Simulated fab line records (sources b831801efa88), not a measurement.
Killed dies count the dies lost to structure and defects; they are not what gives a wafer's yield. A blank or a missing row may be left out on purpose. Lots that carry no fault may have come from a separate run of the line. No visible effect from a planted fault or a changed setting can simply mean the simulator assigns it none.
One fault through the eyes of 2 desks || flow gf180mcu || each desk has only its own numbers; what lay behind them comes last

AT THE METROLOGY DESK
Means of the sampled wafers that have a number, per lot and without regard to the tool the lot ran on: this is what the gauges read. Marked OUT: a lot whose mean sits more than 4 standard deviations from the usual mean, which makes it out of limits; the brackets give that distance.
Columns: A = MVPSD_OVL at GF_MVPSD_OVL_MEAS_07, usual -0.6 nm; B = VT_IMPLANT_OVL at GF_VT_IMPLANT_OVL_MEAS_07, usual 0.8 nm
{"lot": "L817", "first seen here": "day 5 07:32", "A": 1.4, "B": -0.5}
{"lot": "L818", "first seen here": "day 5 12:13", "A": -1.0, "B": 2.0}
{"lot": "L821", "first seen here": "day 6 07:22", "A": 1.3, "B": 0.8}
{"lot": "L822", "first seen here": "day 6 13:05", "A": -0.5, "B": 2.0}
{"lot": "L823", "first seen here": "day 6 16:48", "A": -2.0, "B": -0.7}
{"lot": "L824", "first seen here": "day 7 03:33", "A": -1.9, "B": 1.3}
{"lot": "L825", "first seen here": "day 7 10:07", "A": -2.2, "B": -0.5}
{"lot": "L826", "first seen here": "day 7 13:33", "A": -0.1, "B": 0.6}
{"lot": "L827", "first seen here": "day 7 20:23", "A": -0.8, "B": 2.7}
{"lot": "L828", "first seen here": "day 8 02:37", "A": -1.8, "B": -0.5}
{"lot": "L829", "first seen here": "day 8 06:02", "A": -1.6, "B": 3.1}
{"lot": "L836", "first seen here": "day 10 00:38", "A": -0.7, "B": 1.6}
{"lot": "L838", "first seen here": "day 10 11:55", "A": -2.1, "B": 0.8}
This desk found nothing out of limits on any of the 13 lots.

THE TOOL OWNER'S DESK: rie si-02
The tool's own readings at GF_STI_ETCH_14 (etches Si in HBr/Cl2/O2, target depth 360 nm, time 102.9 s): means of the sampled wafers that have a number, for each lot that ran on this tool. Marked OUT: a lot whose mean sits more than 4 standard deviations from the usual mean, which makes it out of limits; the brackets give that distance.
Columns: A = HBr_flow_sccm at GF_STI_ETCH_14, usual 149.9 sccm; B = bias w at GF_STI_ETCH_14, usual 150.0 W; C = drypump motor current A at GF_STI_ETCH_14, usual 5.81 A; D = oes product au at GF_STI_ETCH_14, usual 0.998 a.u.; E = throttle valve pct at GF_STI_ETCH_14, usual 25.657 %
{"lot": "L818", "first seen here": "day 2 11:56", "A": 150.1, "B": 150.3, "C": 5.73, "D": 1.002, "E": 25.654}
{"lot": "L821", "first seen here": "day 3 03:52", "A": 150.2, "B": 150.0, "C": 5.66, "D": 0.993, "E": 25.658}
{"lot": "L826", "first seen here": "day 4 05:31", "A": 150.3, "B": 149.7, "C": 5.58, "D": 0.997, "E": 25.653}
{"lot": "L827", "first seen here": "day 4 10:10", "A": 150.1, "B": 150.1, "C": 5.69, "D": 0.996, "E": 25.657}
{"lot": "L836", "first seen here": "day 6 07:43", "A": 150.0, "B": "146.2 (-7.8) OUT", "C": 5.68, "D": 0.988, "E": 25.666}
This desk's verdict: out of limits on L836, starting with L836 at day 6 07:43 (bias w at GF_STI_ETCH_14). In limits: L818, L821, L826, L827.

BROUGHT TOGETHER
At day 6 07:43, on L836, the tool owner's desk was in a position to raise an alarm.
Nothing out of limits was seen by the metrology desk.
The metrology desk holds a record of L836, inside its limits.
Of the lots named, all ran GF_STI_ETCH_14 on rie si-02.

WHAT WAS PUT IN BY THE SIMULATOR
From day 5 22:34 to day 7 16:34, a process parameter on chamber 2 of rie si-02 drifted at GF_STI_ETCH_14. Setting bias w, moved by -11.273, from 150. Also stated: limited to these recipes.
Shown lots that were struck: L836.
Each desk's first reading out of limits, in hours after the fault started: the tool owner's desk, 9.
